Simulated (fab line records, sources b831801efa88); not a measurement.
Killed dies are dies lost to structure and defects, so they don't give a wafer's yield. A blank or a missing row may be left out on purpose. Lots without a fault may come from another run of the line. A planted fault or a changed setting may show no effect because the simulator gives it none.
fab line records | flow gf180mcu
record lots=11 wafers=33 last_day=34
route steps=602 shown HV_LDD@186 PSD@261 NSD@262 SALICIDE@284
lots that met no fault: from a run of the same line without faults
start_h: hours from the record's first day to the start of the lot's first wafer shown | wait_h: hours since the lot's step before | " the same as in the row above | L1.1+2: a row that stands for several wafers | - no value, or no start given | * or withheld: withheld | < > ~ a bound
route shown NAME@n: a module of which the file shows steps, and the number in the route of the first | usual: mean/standard deviation of fault-free wafers | same: alike in all rows | chamber/n: place in a boat | sites: the reading at each site | _std_site: their standard deviation | _edge_site: outer sites' mean less inner sites' | radius_mm: how far each site lies from the wafer's centre | mask NAME#n: copy n | behind: the tool/chamber that last shaped the wafer | hold: why the lot was held/for how many hours/how that ended | device: the transistor (n, p or np) that didn't switch | end of line: the same wafers' tests at the end of the route | a step without rows: its recipe alone | killed: dies lost to structure and defects at the first sort, not the wafer's yield | map: a wafer's dies, x killed, . not, _ none there
set.NAME: the setting as run; set.NAME@STEP: as run at that earlier step | model.NAME: the simulator's own value behind a step, which no gauge read
steps of the route over a sample of lots; a table a step, a row a wafer
services: from which hour (start_h, from the record's first day; less than 0 if before it) a tool's chamber was out of use, for how many hours, and why
## steps
# step GF_HV_LDD_STRIP_10
# recipe chemistry=O2/N2 power_w=1400 pressure_mtorr=1500 platen_temp_c=250 o2_flow_sccm=3000 n2_flow_sccm=300 overash_fraction=0.5
# usual drypump_motor_current_A=5.6/0.33 heater_power_w=323/37 n2_flow_sccm=300.0/0.84 o2_flow_sccm=3001/9 oes_product_au=0.717/0.0048 strip_time_to_endpoint_s=12.64/0.032
# columns lot.wafer tool chamber start_h wait_h drypump_motor_current_A heater_power_w n2_flow_sccm o2_flow_sccm oes_product_au rf_hours_counter_h strip_time_to_endpoint_s
L758.1 plasma_asher-04 0 198.95 0.1 5.2 376 298.1 2995 0.723 59 12.64
L758.2 " 1 " " 5.7 300 299.7 2991 0.718 59 12.66
L758.3 " 0 " " 5.2 359 299.8 3015 0.713 - 12.68
L760.2 plasma_asher-02 0 219.21 0.1 5.9 307 300.1 2998 0.720 66 12.63
L760.4 " 1 " " 6.1 336 299.7 3006 0.716 - 12.64
L760.5 " 0 " " 5.9 296 299.7 2999 0.710 - 12.67
L761.2 plasma_asher-02 0 220.54 0.1 5.9 304 299.8 3002 0.717 66 12.58
L761.5 " 1 " " 6.1 328 300.4 3001 0.724 - 12.56
L761.6 " 0 " " 5.8 314 299.6 3018 0.714 - 12.62
L762.2 plasma_asher-02 1 228.51 0.1 6.1 322 300.3 2993 0.722 67 12.64
L762.3 " 0 " " 5.9 311 298.8 2993 0.715 - 12.63
L762.6 " 0 " " 5.9 303 299.4 3009 0.712 - 12.65
L764.2 plasma_asher-04 1 289.19 0.1 5.7 306 299.1 3016 0.713 69 12.62
L764.3 " 0 " " 5.2 368 300.6 2992 0.709 - 12.63
L764.5 " 0 " " 5.2 373 300.5 2996 0.715 - 12.62
L768.2 plasma_asher-02 1 296.04 0.1 6.1 337 299.0 2992 0.715 74 12.65
L768.3 " 0 " " 5.9 303 300.3 3010 0.721 - 12.67
L768.4 " 1 " " 6.1 330 299.9 2984 0.716 - 12.65
L775.2 plasma_asher-02 1 351.69 0.1 6.1 329 300.0 3000 0.709 79 12.65
L775.5 " 0 " " 5.9 302 299.3 3012 0.721 - 12.63
L775.6 " 1 " " 6.1 338 299.8 2991 0.712 - 12.64
L776.1 plasma_asher-03 0 359.96 0.1 5.8 256 300.1 2997 0.711 46 12.67
L776.2 " 1 " " 5.4 259 300.3 3002 0.717 46 12.70
L776.5 " 1 " " 5.4 261 300.1 2999 0.721 - 12.68
L777.2 plasma_asher-03 1 376.44 0.1 5.4 258 298.9 3002 0.713 48 12.69
L777.5 " 0 " " 5.8 257 299.9 3002 0.716 - 12.66
L777.6 " 1 " " 5.4 255 298.3 3000 0.718 - 12.68
L779.2 plasma_asher-04 1 384.76 0.1 5.6 306 300.0 3016 0.712 78 12.55
L779.3 " 0 " " 5.2 374 300.5 2993 0.718 - 12.59
L779.4 " 1 " " 5.6 312 299.7 3007 0.714 - 12.58
L780.2 plasma_asher-03 0 397.89 0.1 5.8 258 301.1 3016 0.723 50 12.62
L780.5 " 1 " " 5.4 258 298.8 2994 0.706 - 12.62
L780.6 " 0 " " 5.8 262 301.9 3010 0.707 - 12.64
# step GF_HV_LDD_STRIP_37
# recipe chemistry=O2/N2 power_w=1400 pressure_mtorr=1500 platen_temp_c=250 o2_flow_sccm=3000 n2_flow_sccm=300 overash_fraction=0.5
# usual drypump_motor_current_A=5.7/0.33 heater_power_w=314/38 n2_flow_sccm=300.0/0.95 o2_flow_sccm=2999/9.8 oes_product_au=0.716/0.0048 strip_time_to_endpoint_s=12.64/0.041
# columns lot.wafer tool chamber start_h wait_h drypump_motor_current_A heater_power_w n2_flow_sccm o2_flow_sccm oes_product_au rf_hours_counter_h strip_time_to_endpoint_s
L758.1 plasma_asher-04 1 235.65 0.1 5.6 308 300.6 2990 0.709 63 12.66
L758.2 " 0 " " 5.2 373 300.3 3007 0.720 63 12.66
L758.3 " 0 " " 5.2 367 300.9 2985 0.714 - 12.69
L760.2 plasma_asher-02 1 258.09 0.1 6.1 335 301.1 3000 0.712 70 12.67
L760.4 " 1 " " 6.1 333 300.7 2984 0.715 - 12.65
L760.5 " 0 " " 5.8 298 298.5 2999 0.713 - 12.62
L761.2 plasma_asher-04 1 259.59 0.1 5.6 305 300.2 2996 0.716 65 12.65
L761.5 " 1 " " 5.6 306 300.9 2979 0.714 - 12.64
L761.6 " 0 " " 5.2 372 300.3 2988 0.710 - 12.65
L762.2 plasma_asher-02 0 266.11 0.1 5.9 309 300.2 3009 0.710 71 12.63
L762.3 " 1 " " 6.1 331 302.4 2991 0.718 - 12.59
L762.6 " 0 " " 5.9 319 300.6 2989 0.724 - 12.56
L764.2 plasma_asher-03 0 330.06 0.1 5.8 253 299.8 2988 0.720 42 12.61
L764.3 " 1 " " 5.4 262 299.7 3010 0.713 - 12.60
L764.5 " 0 " " 5.8 258 299.6 3009 0.715 - 12.56
L768.2 plasma_asher-02 1 337.64 0.1 6.1 330 300.2 3019 0.715 78 12.67
L768.3 " 1 " " 6.1 335 300.6 3013 0.709 - 12.61
L768.4 " 0 " " 5.9 308 298.1 2995 0.713 - 12.59
L775.2 plasma_asher-04 1 395.76 0.1 5.7 313 300.9 3002 0.716 79 12.59
L775.5 " 0 " " 5.2 377 299.6 3004 0.713 - 12.55
L775.6 " 1 " " 5.7 311 299.2 3000 0.720 - 12.55
L776.1 plasma_asher-04 1 405.89 0.1 5.7 295 299.1 3000 0.710 80 12.61
L776.2 " 0 " " 5.2 376 299.1 2988 0.712 80 12.63
L776.5 " 0 " " 5.2 369 300.0 3001 0.721 - 12.63
L777.2 plasma_asher-03 0 424.85 0.1 5.8 254 300.5 2997 0.723 53 12.62
L777.5 " 0 " " 5.8 255 300.4 3006 0.720 - 12.61
L777.6 " 1 " " 5.4 256 300.0 3000 0.720 - 12.59
L779.2 plasma_asher-02 1 433.04 0.1 6.1 329 299.9 3015 0.720 88 12.72
L779.3 " 0 " " 5.9 308 299.3 3000 0.721 - 12.72
L779.4 " 1 " " 6.1 328 299.4 3005 0.721 - 12.69
L780.2 plasma_asher-03 0 447.90 0.1 5.8 254 300.5 2996 0.722 56 12.64
L780.5 " 0 " " 5.8 258 299.6 3000 0.716 - 12.63
L780.6 " 1 " " 5.4 254 297.3 3006 0.714 - 12.62
# step GF_PSD_RTA_13
# recipe temp_c=1025 time_s=20 ambient=N2
# usual lamp_power_pct=34/4.6 wafer_temp_C_max=1029.5/0.97
# same time_s=20
# columns lot.wafer tool chamber start_h wait_h lamp_power_pct wafer_temp_C_max
L758.1 rtp_anneal-02 0 299.81 0.0 30 1028.8
L758.2 " 0 " " 30 1028.1
L758.3 " 0 " " 30 1027.6
L760.2 rtp_anneal-01 0 322.61 0.0 39 1031.0
L760.4 " 0 " " 39 1029.5
L760.5 " 0 " " 39 1029.8
L761.2 rtp_anneal-02 0 323.62 0.0 30 1028.5
L761.5 " 0 " " 30 1028.9
L761.6 " 0 " " 30 1028.9
L762.2 rtp_anneal-01 0 330.16 0.0 39 1029.3
L762.3 " 0 " " 39 1030.0
L762.6 " 0 " " 39 1030.0
L764.2 rtp_anneal-01 0 400.65 0.0 39 1030.6
L764.3 " 0 " " 39 1031.1
L764.5 " 0 " " 39 1030.9
L768.2 rtp_anneal-02 0 407.88 0.0 30 1029.1
L768.3 " 0 " " 30 1029.3
L768.4 " 0 " " 30 1029.8
L775.2 rtp_anneal-02 0 471.66 0.0 31 1034.6
L775.5 " 0 " " 31 1035.8
L775.6 " 0 " " 31 1034.0
L776.1 rtp_anneal-02 0 483.80 0.0 30 1035.6
L776.2 " 0 " " 31 1034.9
L776.5 " 0 " " 31 1036.2
L777.2 rtp_anneal-01 0 502.16 0.0 39 1029.3
L777.5 " 0 " " 39 1029.6
L777.6 " 0 " " 39 1029.2
L779.2 rtp_anneal-01 0 510.51 0.0 39 1029.5
L779.3 " 0 " " 39 1030.2
L779.4 " 0 " " 39 1027.9
L780.2 rtp_anneal-01 0 524.10 0.0 39 1029.1
L780.5 " 0 " " 39 1030.4
L780.6 " 0 " " 39 1029.9
# step GF_PSD_RS_MEAS_14
# recipe thk_meas_gauge=four-point-probe
# usual NSD_RS=46.15/0.086
# columns lot.wafer tool chamber start_h wait_h NSD_RS[ohm/sq]
L758.1 film_metro-01 - 299.89 0.1 46.33
L758.2 " - " " 46.29
L758.3 " - " " 46.18
L760.2 film_metro-01 - 322.70 0.1 46.16
L760.4 " - " " 46.15
L760.5 " - " " 46.18
L761.2 film_metro-01 - 323.71 0.1 46.33
L761.5 " - " " 46.29
L761.6 " - " " 46.24
L762.2 film_metro-01 - 330.25 0.1 46.17
L762.3 " - " " 46.01
L762.6 " - " " 46.14
L764.2 film_metro-01 - 400.74 0.1 46.20
L764.3 " - " " 46.13
L764.5 " - " " 46.09
L768.2 film_metro-04 - 408.04 0.1 46.02
L768.3 " - " " 46.10
L768.4 " - " " 46.09
L775.2 film_metro-01 - 471.75 0.1 45.38
L775.5 " - " " 45.37
L775.6 " - " " 45.28
L776.1 film_metro-04 - 483.88 0.1 45.26
L776.2 " - " " 45.19
L776.5 " - " " 45.26
L777.2 film_metro-04 - 502.25 0.1 46.18
L777.5 " - " " 46.05
L777.6 " - " " 46.08
L779.2 film_metro-01 - 510.60 0.1 46.13
L779.3 " - " " 46.13
L779.4 " - " " 46.14
L780.2 film_metro-04 - 524.19 0.1 46.12
L780.5 " - " " 46.14
L780.6 " - " " 46.11
# step GF_PSD_RS_MEAS_15
# recipe thk_meas_gauge=four-point-probe
# usual PSD_RS=108.60/0.29
# columns lot.wafer tool chamber start_h wait_h PSD_RS[ohm/sq]
L758.1 film_metro-01 - 300.01 0.1 108.59
L758.2 " - " " 108.62
L758.3 " - " " 108.78
L760.2 film_metro-01 - 322.82 0.1 108.60
L760.4 " - " " 108.56
L760.5 " - " " 108.68
L761.2 film_metro-01 - 323.83 0.1 108.99
L761.5 " - " " 108.80
L761.6 " - " " 108.97
L762.2 film_metro-01 - 330.37 0.1 107.92
L762.3 " - " " 108.58
L762.6 " - " " 108.15
L764.2 film_metro-01 - 400.86 0.1 108.15
L764.3 " - " " 108.24
L764.5 " - " " 108.24
L768.2 film_metro-04 - 408.16 0.1 108.21
L768.3 " - " " 108.53
L768.4 " - " " 108.73
L775.2 film_metro-01 - 471.87 0.1 105.01
L775.5 " - " " 105.07
L775.6 " - " " 105.22
L776.1 film_metro-04 - 484.00 0.1 104.73
L776.2 " - " " 105.08
L776.5 " - " " 104.92
L777.2 film_metro-04 - 502.37 0.1 108.54
L777.5 " - " " 108.61
L777.6 " - " " 108.54
L779.2 film_metro-01 - 510.72 0.1 108.75
L779.3 " - " " 108.69
L779.4 " - " " 108.82
L780.2 film_metro-04 - 524.31 0.1 108.68
L780.5 " - " " 108.96
L780.6 " - " " 108.81
# step GF_SALICIDE_RTA_06
# recipe temp_c=530 time_s=30 ambient=N2
# usual lamp_power_pct=6.3/0.84 wafer_temp_C_max=532.3/0.57
# same time_s=30
# columns lot.wafer tool chamber start_h wait_h lamp_power_pct wafer_temp_C_max
L758.1 rtp_anneal-01 0 320.94 0.1 7.1 534.1
L758.2 " 0 " " 7.1 532.3
L758.3 " 0 " " 7.1 532.8
L760.2 rtp_anneal-01 0 344.69 0.1 7.1 532.4
L760.4 " 0 " " 7.1 532.3
L760.5 " 0 " " 7.1 532.0
L761.2 rtp_anneal-01 0 345.92 0.1 7.1 532.8
L761.5 " 0 " " 7.1 532.2
L761.6 " 0 " " 7.1 532.6
L762.2 rtp_anneal-02 0 352.56 0.1 5.5 532.5
L762.3 " 0 " " 5.4 532.4
L762.6 " 0 " " 5.5 531.9
L764.2 rtp_anneal-01 0 425.12 0.1 7.1 533.1
L764.3 " 0 " " 7.1 531.6
L764.5 " 0 " " 7.1 531.6
L768.2 rtp_anneal-02 0 432.46 0.1 5.4 531.6
L768.3 " 0 " " 5.4 532.4
L768.4 " 0 " " 5.4 532.9
L775.2 rtp_anneal-02 0 496.99 0.1 5.4 533.2
L775.5 " 0 " " 5.4 532.5
L775.6 " 0 " " 5.5 532.1
L776.1 rtp_anneal-02 0 508.36 0.1 5.4 533.3
L776.2 " 0 " " 5.5 532.0
L776.5 " 0 " " 5.5 532.4
L777.2 rtp_anneal-02 0 526.39 0.1 5.4 531.7
L777.5 " 0 " " 5.4 531.4
L777.6 " 0 " " 5.5 532.0
L779.2 rtp_anneal-02 0 534.23 0.1 5.5 532.3
L779.3 " 0 " " 5.4 532.0
L779.4 " 0 " " 5.4 532.6
L780.2 rtp_anneal-02 0 547.76 0.1 5.5 532.0
L780.5 " 0 " " 5.5 532.4
L780.6 " 0 " " 5.5 531.4
## services
# columns tool chamber start_h hours kind
plasma_asher-03 - 184.06 10.7 repair
plasma_asher-04 - 185.90 3.0 repair
plasma_asher-03 - 206.08 2.8 pm
plasma_asher-02 - 260.49 0.5 repair
plasma_asher-02 - 289.53 2.8 pm
plasma_asher-04 - 329.97 1.1 repair
plasma_asher-02 - 334.81 1.4 repair
plasma_asher-04 - 421.25 9.0 pm
plasma_asher-04 0 421.25 9.0 vent_cycle
plasma_asher-04 1 421.25 9.0 vent_cycle
plasma_asher-04 0 430.25 - clean
plasma_asher-04 1 430.25 - clean
plasma_asher-03 - 460.81 1.1 repair
plasma_asher-03 - 474.72 4.0 repair
plasma_asher-04 - 541.27 2.8 pm
## key
first_sign step=GF_PSD_RTA_13 reading=wafer_temp_C_max direction=up sigmas=5.8 usual=* struck=*
effect step=GF_PSD_RS_MEAS_14 reading=NSD_RS direction=down sigmas=10 usual=46.15 struck=45.29
effect step=GF_PSD_RS_MEAS_15 reading=PSD_RS direction=down sigmas=12 usual=108.60 struck=105.01
met_at GF_PSD_RTA_13
struck_lots L775,L776
tester_left_out L775,L776
not_acting_at GF_HV_LDD_STRIP_10,GF_HV_LDD_STRIP_37,GF_SALICIDE_RTA_06
onset_between 407.88 471.66
fault kind=process_parameter_drift tool=rtp_anneal-02 chamber=- onset_h=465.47 steps=GF_PSD_RTA_13 channel=temp_c offset=* shape=step end_h=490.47 acts_in=* stated=*
# tester_left_out: of these lots the tester's yield and bins aren't shown, on N5 and GAA mostly nor the transistor test; their killed dies are dies lost to structure and defects alone, not to doping, threshold or leakage, so they don't give the yield
